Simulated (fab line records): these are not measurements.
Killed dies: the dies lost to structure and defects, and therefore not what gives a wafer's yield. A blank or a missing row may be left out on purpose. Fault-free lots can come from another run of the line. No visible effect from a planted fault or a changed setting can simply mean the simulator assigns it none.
Struck lot and sound lot, side by side | flow gf180mcu | 18 out of 602 route steps
Sound: wafers L196.1, L196.5, L196.6. Wafers struck: L204.1, L204.2, L204.4. The cause is given at the end.
Order at every step that has rows: each side's tool, ch and its chambers, its first start. Under that, the readings that differ: sound wafers | struck wafers | difference of the means | sigmas: that difference in standard deviations of wafers without a fault.
alike: a reading whose means differ by less than 2 such deviations, as well as words and numbers matching on both sides. not compared: withheld readings; readings where some wafer has no value; bounds like >300 that might hide an equal value; numbers whose values overlap and for which the record gives no deviation.
Wherever a step has rows on one side only, a row that says differs or no value, or a row with sigmas, the two part there. Non-overlapping numbers with no deviation appear without sigmas and do not part them. A reading that every wafer of one side lacks parts them only if that side has two wafers or more.

first, 3 steps without rows for these wafers: GF_V5_EXPOSE_11 (exposes mask Via5, target cd 260 nm); GF_V5_PEB_12 (peb time 90 s); GF_V5_DEVELOP_13 (develop time 60 s).
GF_V5_CD_MEAS_14: the cd target is 260 nm.
  struck on cd_sem-02, day 31 04:05; sound on cd_sem-01, day 28 22:33
  alike: cd_nm
GF_V5_OVL_MEAS_15:
  struck on overlay-02, day 31 04:13; sound on overlay-01, day 28 22:40
  alike: V5_OVL
GF_V5_ETCH_16: etches BARC in N2/H2.
  sound on rie_diel-04 ch 0,3, day 28 22:43; struck on rie_diel-04 ch 0,1,2, day 31 04:14
  alike: drypump_motor_current_A, oes_product_au, throttle_valve_pct
GF_V5_ETCH_17: etches SiO2 in C4F8/O2/Ar, stops on TiN, target depth 855 nm.
  sound: rie_diel-04 ch 0,3; struck: rie_diel-04 ch 0,1,2
  alike: oes_product_au
GF_V5_STRIP_18: strips in O2/N2.
  sound on plasma_asher-03 ch 0,1, day 28 22:52; struck on plasma_asher-02 ch 0,1, day 31 04:24
  alike: drypump_motor_current_A, heater_power_w, oes_product_au, platen_temp_c
  not compared: rf_hours_counter_h
then, 2 steps without rows for these wafers: GF_V5_STRIP_19 (strips in post etch residue remover, time 1200 s); GF_V5_CLEAN_20 (cleans in DIW).
GF_V5_SPUTTER_21: material Ti, target thk 15 nm, time 80.02 s.
  struck on pvd_sputter-03, day 31 04:56; sound on pvd_sputter-04, day 28 23:44
  alike: chamber_pressure_pa, throttle_valve_pct
GF_V5_SPUTTER_22: material TiN, target thk 10 nm, time 40 s.
  struck on pvd_sputter-03, day 31 05:00; sound on pvd_sputter-04, day 28 23:47
  alike: chamber_pressure_pa, throttle_valve_pct
GF_V5_CVD_23: deposits W, target thk 350 nm, time 104.9 s.
  sound on cvd_w-01 ch 1, day 28 23:50; struck on cvd_w-01 ch 0,1, day 31 05:02
  reading                          | sound             | struck            | difference | sigmas
  model.W_of_V5_CVD_23.thk_nm (nm) | 348.4 349.9 350.5 | 187.7 180.3 182.4 | -166.1     |
  alike: heater_power_w
GF_V5_RS_MEAS_24: uses a four-point probe to measure.
  struck on film_metro-02, day 31 05:09; sound on film_metro-04, day 29 00:04
  reading          | sound             | struck            | difference | sigmas
  V5_W_RS (ohm/sq) | 0.328 0.326 0.326 | 0.617 0.641 0.634 | +0.304     | +60
GF_V5_THK_MEAS_25: measures by xrf.
  struck on film_metro-02, day 31 05:16; sound on film_metro-04, day 29 00:11
  reading       | sound       | struck      | difference | sigmas
  V5_W_THK (nm) | 336 337 339 | 183 176 178 | -158       | -27
GF_V5_CMP_26: polishes, stops on SiO2, t overpolish 15 s, target thk 0 nm.
  sound on cmp-01 ch 0,1, day 29 00:14; struck on cmp-01 ch 1,2,3, day 31 05:23
  reading                | sound    | struck   | difference | sigmas
  time_to_endpoint_s (s) | 83 86 80 | 48 43 46 | -37        | -11
  alike: motor_current_A, slurry_flow_ml_min
then, 1 step without rows for these wafers: GF_TOP_METAL_SPUTTER_00 (material Ti, target thk 37.5 nm, time 150 s).
GF_PASSIVATION_PROBE_99:
  the record holds rows for the sound wafers here (prober-02, day 30 17:00) but none for the struck ones

== WHERE THEY PART ==
First at GF_V5_RS_MEAS_24; last, within this record, at GF_PASSIVATION_PROBE_99.

WHY: whatever the simulator had introduced
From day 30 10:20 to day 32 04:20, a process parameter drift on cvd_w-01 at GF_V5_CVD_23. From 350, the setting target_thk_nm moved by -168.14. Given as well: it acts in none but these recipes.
